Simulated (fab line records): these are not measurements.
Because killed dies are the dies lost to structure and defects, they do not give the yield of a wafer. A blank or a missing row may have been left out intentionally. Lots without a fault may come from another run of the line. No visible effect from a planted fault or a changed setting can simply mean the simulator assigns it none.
fab line records ; flow gf180mcu
[record] lots = 14; wafers = 42; last-day = 34
route steps=602 shown PSD@257 M2@362 V2@387
lots that met no fault: taken from a fault-free run of the same line
start-h: hours from the record's first day to the start of the lot's first wafer shown ; wait-h: hours elapsed since this lot's preceding step ; " as in the row above ; L1.1+2: one row covering several wafers at once ; - value missing, or start not given ; * or withheld: withheld ; < > ~ a bound
route shown NAME@n: a module of which the file shows steps, and the number in the route of the first ; usual: mean/standard deviation taken from wafers without a fault ; same: alike in all rows ; chamber/n: place in a boat ; sites: readings site by site ; _std_site: standard deviation of those values ; _edge_site: inner sites' mean taken away from outer sites' mean ; radius-mm: for every site, how far away it sits from the centre of the wafer ; mask NAME#n: copy n ; behind: the tool/chamber that last shaped the wafer ; hold: reason for holding the lot/hours on hold/outcome of the hold ; device: the transistor (n, p or np) that didn't switch ; end of line: tests run on the same wafers once the route is complete ; a step with no rows: only its recipe ; killed: dies that structure and defects cost at the first sort, which is not the same as the wafer's yield ; map: dies across one wafer; x = killed, . = not, _ = none there
set.NAME: setting as actually run; set.NAME@STEP: the setting as run at that earlier step ; model.NAME: the simulator's own value behind a step, which no gauge read
steps of the route over a sample of lots; a table a step, a row a wafer
services: the hour from which a tool's chamber was out of use, counted from the record's first day as start-h (under 0 if before that day), plus the number of hours and why
[[steps]]
[step GF_PSD_IMPLANT_09]
[recipe] species = BF2; energy-kev = 40; dose-cm2 = 1.5e+15; tilt-deg = 7
[usual] beam-energy-keV = 40.000/0.013; tilt-deg = 6.995/0.018
lot.wafer;tool;chamber;start-h;wait-h;beam-energy-keV;tilt-deg
L568.1;implanter-03;0;314.09;0.0;39.991;7.012
L568.2;implanter-03;0;314.09;0.0;39.979;7.010
L568.6;implanter-03;0;314.09;0.0;39.982;7.026
L569.3;implanter-03;0;322.54;0.1;40.014;6.993
L569.5;implanter-03;0;322.54;0.1;40.008;6.989
L569.6;implanter-03;0;322.54;0.1;40.007;6.991
L572.1;implanter-02;0;347.29;0.0;40.004;6.986
L572.3;implanter-02;0;347.29;0.0;40.004;7.006
L572.6;implanter-02;0;347.29;0.0;40.003;7.006
L574.1;implanter-03;0;367.49;0.0;40.018;6.985
L574.2;implanter-03;0;367.49;0.0;40.006;7.012
L574.3;implanter-03;0;367.49;0.0;40.008;6.996
L575.1;implanter-02;0;378.14;0.0;39.985;6.999
L575.4;implanter-02;0;378.14;0.0;39.998;7.011
L575.6;implanter-02;0;378.14;0.0;39.984;6.970
L577.1;implanter-03;0;388.54;0.0;39.990;6.956
L577.5;implanter-03;0;388.54;0.0;39.980;6.941
L577.6;implanter-03;0;388.54;0.0;39.992;6.976
L578.1;implanter-03;0;412.09;0.0;40.599;6.997
L578.5;implanter-03;0;412.09;0.0;40.591;7.018
L578.6;implanter-03;0;412.09;0.0;40.612;7.003
L579.1;implanter-03;0;423.89;0.0;40.572;7.000
L579.2;implanter-03;0;423.89;0.0;40.592;6.983
L579.4;implanter-03;0;423.89;0.0;40.577;6.980
L585.2;implanter-02;0;460.31;0.0;40.004;6.991
L585.4;implanter-02;0;460.31;0.0;40.001;7.002
L585.5;implanter-02;0;460.31;0.0;39.995;7.015
L586.2;implanter-01;0;472.31;0.0;40.008;6.983
L586.3;implanter-01;0;472.31;0.0;40.003;6.953
L586.6;implanter-01;0;472.31;0.0;40.013;7.000
L587.1;implanter-02;0;474.74;0.0;40.000;7.005
L587.3;implanter-02;0;474.74;0.0;39.982;6.982
L587.4;implanter-02;0;474.74;0.0;39.996;6.987
L589.1;implanter-02;0;494.64;0.0;40.018;7.022
L589.4;implanter-02;0;494.64;0.0;40.008;7.037
L589.6;implanter-02;0;494.64;0.0;39.998;7.020
L590.2;implanter-03;0;500.16;0.0;39.998;6.998
L590.4;implanter-03;0;500.16;0.0;40.005;7.006
L590.5;implanter-03;0;500.16;0.0;39.981;6.966
L591.2;implanter-02;0;510.26;0.0;39.991;7.004
L591.4;implanter-02;0;510.26;0.0;40.004;7.008
L591.5;implanter-02;0;510.26;0.0;40.001;7.000
[step GF_M2_SPUTTER_00]
[recipe] material = Ti; target-thk-nm = 37.5; arriving-ion-energy-ev = 80; substrate-temp-c = 200; chamber-pressure-pa = 2; power-w = 4000; time-s = 150
[usual] throttle-valve-pct = 30.3/1.1
lot.wafer;tool;chamber;start-h;wait-h;throttle-valve-pct
L568.1;pvd-sputter-01;-;409.02;0.2;31.3
L568.2;pvd-sputter-01;-;409.02;0.2;29.0
L568.6;pvd-sputter-01;-;409.02;0.2;29.2
L569.3;pvd-sputter-01;-;417.29;0.1;29.5
L569.5;pvd-sputter-01;-;417.29;0.1;31.1
L569.6;pvd-sputter-01;-;417.29;0.1;29.6
L572.1;pvd-sputter-02;-;445.92;0.1;31.5
L572.3;pvd-sputter-02;-;445.92;0.1;29.3
L572.6;pvd-sputter-02;-;445.92;0.1;31.4
L574.1;pvd-sputter-04;-;467.66;0.1;30.5
L574.2;pvd-sputter-04;-;467.66;0.1;31.0
L574.3;pvd-sputter-04;-;467.66;0.1;28.5
L575.1;pvd-sputter-02;-;479.90;0.1;31.2
L575.4;pvd-sputter-02;-;479.90;0.1;31.7
L575.6;pvd-sputter-02;-;479.90;0.1;29.6
L577.1;pvd-sputter-01;-;490.75;0.2;29.3
L577.5;pvd-sputter-01;-;490.75;0.2;29.1
L577.6;pvd-sputter-01;-;490.75;0.2;31.2
L578.1;pvd-sputter-04;-;514.30;0.1;28.3
L578.5;pvd-sputter-04;-;514.30;0.1;31.1
L578.6;pvd-sputter-04;-;514.30;0.1;29.3
L579.1;pvd-sputter-02;-;524.84;0.2;30.7
L579.2;pvd-sputter-02;-;524.84;0.2;31.1
L579.4;pvd-sputter-02;-;524.84;0.2;32.0
L585.2;pvd-sputter-01;-;561.12;0.2;31.4
L585.4;pvd-sputter-01;-;561.12;0.2;29.2
L585.5;pvd-sputter-01;-;561.12;0.2;28.9
L586.2;pvd-sputter-02;-;570.95;0.2;31.1
L586.3;pvd-sputter-02;-;570.95;0.2;29.5
L586.6;pvd-sputter-02;-;570.95;0.2;31.1
L587.1;pvd-sputter-02;-;573.39;0.1;31.0
L587.3;pvd-sputter-02;-;573.39;0.1;31.3
L587.4;pvd-sputter-02;-;573.39;0.1;29.4
L589.1;pvd-sputter-02;-;591.08;0.1;31.2
L589.4;pvd-sputter-02;-;591.08;0.1;31.3
L589.6;pvd-sputter-02;-;591.08;0.1;31.0
L590.2;pvd-sputter-04;-;596.62;0.2;28.6
L590.4;pvd-sputter-04;-;596.62;0.2;28.5
L590.5;pvd-sputter-04;-;596.62;0.2;31.0
L591.2;pvd-sputter-04;-;605.07;0.1;28.4
L591.4;pvd-sputter-04;-;605.07;0.1;30.7
L591.5;pvd-sputter-04;-;605.07;0.1;28.5
[step GF_V2_BOW_MEAS_05]
[recipe] mode = bow
[usual] V2_BOW = 100/8.7
lot.wafer;tool;chamber;start-h;wait-h;V2_BOW[um]
L568.1;film-metro-04;-;435.02;0.2;92
L568.2;film-metro-04;-;435.02;0.2;101
L568.6;film-metro-04;-;435.02;0.2;102
L569.3;film-metro-03;-;443.29;0.2;104
L569.5;film-metro-03;-;443.29;0.2;99
L569.6;film-metro-03;-;443.29;0.2;95
L572.1;film-metro-01;-;472.19;0.1;87
L572.3;film-metro-01;-;472.19;0.1;96
L572.6;film-metro-01;-;472.19;0.1;91
L574.1;film-metro-04;-;493.74;0.2;97
L574.2;film-metro-04;-;493.74;0.2;99
L574.3;film-metro-04;-;493.74;0.2;94
L575.1;film-metro-03;-;505.36;0.1;91
L575.4;film-metro-03;-;505.36;0.1;111
L575.6;film-metro-03;-;505.36;0.1;94
L577.1;film-metro-04;-;515.63;0.2;108
L577.5;film-metro-04;-;515.63;0.2;117
L577.6;film-metro-04;-;515.63;0.2;113
L578.1;film-metro-01;-;539.11;0.1;96
L578.5;film-metro-01;-;539.11;0.1;95
L578.6;film-metro-01;-;539.11;0.1;90
L579.1;film-metro-04;-;548.79;0.1;85
L579.2;film-metro-04;-;548.79;0.1;91
L579.4;film-metro-04;-;548.79;0.1;100
L585.2;film-metro-01;-;584.77;0.2;98
L585.4;film-metro-01;-;584.77;0.2;95
L585.5;film-metro-01;-;584.77;0.2;110
L586.2;film-metro-03;-;594.39;0.1;121
L586.3;film-metro-03;-;594.39;0.1;110
L586.6;film-metro-03;-;594.39;0.1;114
L587.1;film-metro-04;-;596.92;0.2;98
L587.3;film-metro-04;-;596.92;0.2;100
L587.4;film-metro-04;-;596.92;0.2;90
L589.1;film-metro-03;-;613.04;0.1;106
L589.4;film-metro-03;-;613.04;0.1;95
L589.6;film-metro-03;-;613.04;0.1;101
L590.2;film-metro-03;-;618.80;0.2;100
L590.4;film-metro-03;-;618.80;0.2;94
L590.5;film-metro-03;-;618.80;0.2;97
L591.2;film-metro-03;-;627.50;0.3;112
L591.4;film-metro-03;-;627.50;0.3;126
L591.5;film-metro-03;-;627.50;0.3;126
[step GF_V2_OVL_MEAS_15]
[usual] V2_OVL = -4/5.2
lot.wafer;tool;chamber;start-h;wait-h;V2_OVL[nm]
L568.1;overlay-01;-;459.35;0.1;-6
L568.2;overlay-01;-;459.35;0.1;-2
L568.6;overlay-01;-;459.35;0.1;4
L569.3;overlay-01;-;467.92;0.1;10
L569.5;overlay-01;-;467.92;0.1;-4
L569.6;overlay-01;-;467.92;0.1;-5
L572.1;overlay-01;-;496.50;0.1;0
L572.3;overlay-01;-;496.50;0.1;-3
L572.6;overlay-01;-;496.50;0.1;3
L574.1;overlay-02;-;518.15;0.1;2
L574.2;overlay-02;-;518.15;0.1;-11
L574.3;overlay-02;-;518.15;0.1;0
L575.1;overlay-01;-;529.13;0.1;-6
L575.4;overlay-01;-;529.13;0.1;-6
L575.6;overlay-01;-;529.13;0.1;-10
L577.1;overlay-02;-;539.05;0.1;-3
L577.5;overlay-02;-;539.05;0.1;-2
L577.6;overlay-02;-;539.05;0.1;-3
L578.1;overlay-02;-;562.38;0.1;-9
L578.5;overlay-02;-;562.38;0.1;-8
L578.6;overlay-02;-;562.38;0.1;1
L579.1;overlay-01;-;571.40;0.1;-2
L579.2;overlay-01;-;571.40;0.1;5
L579.4;overlay-01;-;571.40;0.1;7
L585.2;overlay-02;-;606.19;0.1;-2
L585.4;overlay-02;-;606.19;0.1;-6
L585.5;overlay-02;-;606.19;0.1;-9
L586.2;overlay-01;-;615.01;0.1;2
L586.3;overlay-01;-;615.01;0.1;3
L586.6;overlay-01;-;615.01;0.1;-4
L587.1;overlay-01;-;617.80;0.1;-11
L587.3;overlay-01;-;617.80;0.1;-9
L587.4;overlay-01;-;617.80;0.1;-10
L589.1;overlay-02;-;634.05;0.1;-13
L589.4;overlay-02;-;634.05;0.1;-5
L589.6;overlay-02;-;634.05;0.1;-6
L590.2;overlay-01;-;639.19;0.1;-14
L590.4;overlay-01;-;639.19;0.1;-11
L590.5;overlay-01;-;639.19;0.1;-12
L591.2;overlay-01;-;647.46;0.1;-11
L591.4;overlay-01;-;647.46;0.1;-12
L591.5;overlay-01;-;647.46;0.1;-5
[[services]]
tool;chamber;start-h;hours;kind
pvd-sputter-04;-;306.86;1.8;repair
implanter-01;-;312.42;2.2;repair
pvd-sputter-01;-;343.42;2.0;repair
implanter-03;-;343.56;2.2;repair
pvd-sputter-02;-;380.80;0.8;repair
implanter-01;-;404.52;3.6;repair
pvd-sputter-01;-;419.03;4.1;repair
pvd-sputter-04;-;423.14;9.5;repair
pvd-sputter-02;-;428.46;3.7;repair
implanter-01;-;429.12;3.5;pm
pvd-sputter-04;-;432.60;17.3;repair
implanter-01;-;455.09;2.9;repair
implanter-02;-;465.27;3.5;pm
pvd-sputter-02;-;480.82;3.8;repair
pvd-sputter-02;-;527.22;1.4;repair
pvd-sputter-01;-;532.44;1.1;repair
implanter-03;-;537.84;10.1;pm
implanter-03;-;550.01;4.5;repair
implanter-02;-;560.97;1.0;repair
implanter-03;-;602.46;2.3;repair
[[key]]
[first-sign] step = GF_PSD_IMPLANT_09; reading = beam-energy-keV; direction = up; sigmas = 46; usual = 40.000; struck = 40.591
effect none on later readings
met-at GF_PSD_IMPLANT_09
struck-lots L578,L579
tester-left-out L578,L579
not-acting-at GF_M2_SPUTTER_00,GF_V2_BOW_MEAS_05,GF_V2_OVL_MEAS_15
onset-between 388.54 412.09
[fault] kind = process-parameter-drift; tool = implanter-03; chamber = -; onset-h = 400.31; steps = GF_PSD_IMPLANT_09; channel = energy-kev; offset = 0.57831; shape = step; end-h = 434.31; acts-in = these-recipes-only; stated = 40
// tester-left-out: of these lots the tester's yield and bins aren't shown, on N5 and GAA mostly nor the transistor test; their killed dies are dies lost to structure and defects alone, not to doping, threshold or leakage, so they don't give the yield
